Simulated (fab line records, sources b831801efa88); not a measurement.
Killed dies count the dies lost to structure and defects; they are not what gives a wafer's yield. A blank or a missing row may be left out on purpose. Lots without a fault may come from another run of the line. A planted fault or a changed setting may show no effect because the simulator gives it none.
Which tool was responsible?    flow sky130    12 lots, 36 wafers sampled, at 1 step of a route of 708

WHAT THE GAUGES READ, wafer by wafer
SKY_NWELL_OVL_MEAS_23.
lot   measured      on          NWELL_01_OVL (nm)
L075  day 5 09:27   overlay-01  -1.0 -0.5 0.8
L077  day 5 22:59   overlay-01  0.2 0.1 -0.6
L079  day 6 14:54   overlay-01  -1.7 -1.0 -2.1
L081  day 7 04:32   overlay-01  0.4 1.5 0.7
L083  day 7 14:56   overlay-02  0.8 -0.1 1.6
L085  day 7 22:55   overlay-01  -0.6 1.3 -1.0
L087  day 8 15:06   overlay-02  0.1 -0.4 -0.1
L089  day 9 02:08   overlay-02  -0.1 -2.0 0.5
L091  day 9 14:01   overlay-01  -3.0 0.5 -2.0
L093  day 10 01:15  overlay-01  -1.3 -3.6 -2.4
L095  day 10 15:32  overlay-01  -0.2 0.2 0.4
L096  day 11 05:46  overlay-02  -1.1 -1.5 -0.4

WHAT TOOL EACH LOT RAN ON (gives the tool, then ch and the chambers of the sampled wafers, and finally the start)
Before these readings, the record contains no process step.

THE ANSWER, worked out from the rows above alone
Rule: the usual values come from the lots themselves. Put in order of their means at a reading, lots are off if they are a third of the lots or fewer, leave a main group of 4 or more, and stand apart from it by a gap of 3 or more times the standard deviation of the main group's means; of several such gaps the widest counts. A main group whose means are all the same, to the digits that the tables above print for the reading, isn't used. Also off: a lot with no number at a reading for which 4 or more lots have one. Where the step has rows for the other lots, those lots are counted as sound.
Across all readings shown, no lot is off: no conclusion can be drawn from this.

WHAT THE SIMULATOR HAD INSERTED
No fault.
